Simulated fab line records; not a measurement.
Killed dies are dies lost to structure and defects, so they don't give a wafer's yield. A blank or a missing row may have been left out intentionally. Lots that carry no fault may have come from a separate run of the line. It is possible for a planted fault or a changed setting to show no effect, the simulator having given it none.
Lot-split experiment -- flow sfq_line -- 23 wafers read across 5 lots, on a route 325 steps long

## THE SPLIT
At SFQ_TRILAYER_M2_LITHO_COAT_057 (resist thk 600 nm), the setting resist_thk_nm was moved away from the recipe's 600 nm on 9 of the 23 wafers read, by -3.7% to +4.5%. For the rest of the wafers, this setting stayed at what the recipe calls for.

## FROM THE SPLIT TO THE READING: what the file shows between them, 4 steps
- SFQ_TRILAYER_M2_LITHO_SOFTBAKE_061
- SFQ_TRILAYER_M2_LITHO_EXPOSE_058: exposes mask M2, target cd 500 nm
- SFQ_TRILAYER_M2_LITHO_DEVELOP_059: time 60 s
- SFQ_TRILAYER_M2_BARC_OPEN_METAL_ETCH_077: etches BARC in O2, target depth 125 nm, time 41.7 s

## THE READING
KrF_of_TRILAYER_M2_LITHO_COAT_057.thk_nm (the simulator's own value, which no gauge read), in nm, at SFQ_TRILAYER_M2_ETCH_METAL_ETCH_060 (etches Nb in Cl2/Ar, stops on SiO2, target depth 240 nm, time 120 s). The file gives no usual value for it. Average 380.8 nm, standard deviation 3.7 nm, over the 14 wafers here run with the recipe.

wafer,"tool, chamber at the split","resist_thk_nm as run, nm",against the recipe,"KrF_of_TRILAYER_M2_LITHO_COAT_057.thk_nm, nm",against lot-mates on the recipe
L074.1,"litho_track-02, 0",600,recipe,385.3,-
L074.2,"litho_track-02, 0",626.9,+4.5%,404.7,+19.5
L074.3,"litho_track-02, 0",600,recipe,384.7,-
L074.5,"litho_track-02, 0",600,recipe,385.7,-
L074.6,"litho_track-02, 0",626.9,+4.5%,404.6,+19.4
L078.1,"litho_track-02, 0",600,recipe,376.4,-
L078.3,"litho_track-02, 0",600,recipe,379.9,-
L078.4,"litho_track-02, 0",612.6,+2.1%,400,+21.9
L078.5,"litho_track-02, 0",612.6,+2.1%,387.9,+9.8
L078.6,"litho_track-02, 0",612.6,+2.1%,397.9,+19.8
L079.1,"litho_track-03, 0",600,recipe,386.6,-
L079.2,"litho_track-03, 0",600,recipe,376.3,-
L079.4,"litho_track-03, 0",600,recipe,377.8,-
L082.1,"litho_track-02, 0",600,recipe,377.8,-
L082.2,"litho_track-02, 0",600,recipe,384.2,-
L082.3,"litho_track-02, 0",614.2,+2.4%,397.9,+17.2
L082.5,"litho_track-02, 0",614.2,+2.4%,401.5,+20.8
L082.6,"litho_track-02, 0",600,recipe,380,-
L083.1,"litho_track-01, 0",577.9,-3.7%,362.3,-16.5
L083.2,"litho_track-01, 0",600,recipe,377.4,-
L083.4,"litho_track-01, 0",600,recipe,381.6,-
L083.5,"litho_track-01, 0",577.9,-3.7%,363.2,-15.6
L083.6,"litho_track-01, 0",600,recipe,377.5,-

THE FIT
A straight line over all 23 wafers: KrF_of_TRILAYER_M2_LITHO_COAT_057.thk_nm changes by +5.62 nm for each +1% of resist_thk_nm; r = +0.94; the points scatter about the line by 4.1 nm.
The same after taking each lot's own level away (the mean of its wafers on the recipe; 23 wafers): +5.16 nm for each +1%; r = +0.92; scatter 4.4 nm.
According to that fit, moving resist_thk_nm by its largest amount changes the reading by 23 nm.
The span of the lots' own levels, 378.15 to 385.23 nm, comes to 1.9 times the standard deviation stated above.
Hence the lot-to-lot level has little effect on the slope; both slopes agree.
Check: +25.9 nm against its lot-mates is what the line predicts for one of the wafers moved furthest among these (+4.5%) when that wafer is left out of the fit. It came out at +19.5 nm against them.

## THESE WAFERS: OTHER SPLITS
Before the reading, these wafers also passed through other splits. Each is held against what the fit with the lots' levels taken away leaves over:
other split on the same wafers,wafers away from the commonest value,r with KrF_of_TRILAYER_M2_LITHO_COAT_057.thk_nm (lot level and that fit taken away)
SFQ_TRILAYER_I1_VIA_BARC_OPEN_VIA_ETCH_071 time_s,7,+0.10

## THE WHOLE CHAIN: every reading that the file lists as answering this split, in the file's order
step,what it does,reading,change (the file's fit),r (the file's)
SFQ_TRILAYER_M2_LITHO_COAT_057,resist thk 600 nm,"KrF_of_TRILAYER_M2_LITHO_COAT_057.thk_nm (the simulator's own value, which no gauge read)",+6.02 nm for each +1% of the setting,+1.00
SFQ_TRILAYER_M2_BARC_OPEN_METAL_ETCH_077,"etches BARC in O2, target depth 125 nm, time 41.7 s","KrF_of_TRILAYER_M2_LITHO_COAT_057.thk_nm (the simulator's own value, which no gauge read)",+5.84 nm for each +1% of the setting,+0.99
SFQ_TRILAYER_M2_ETCH_METAL_ETCH_060,"etches Nb in Cl2/Ar, stops on SiO2, target depth 240 nm, time 120 s","KrF_of_TRILAYER_M2_LITHO_COAT_057.thk_nm (the simulator's own value, which no gauge read)",+5.2 nm for each +1% of the setting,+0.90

## FILE'S OWN FIT
KrF_of_TRILAYER_M2_LITHO_COAT_057.thk_nm changes by +5.2 nm for each +1% of resist_thk_nm, r = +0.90.
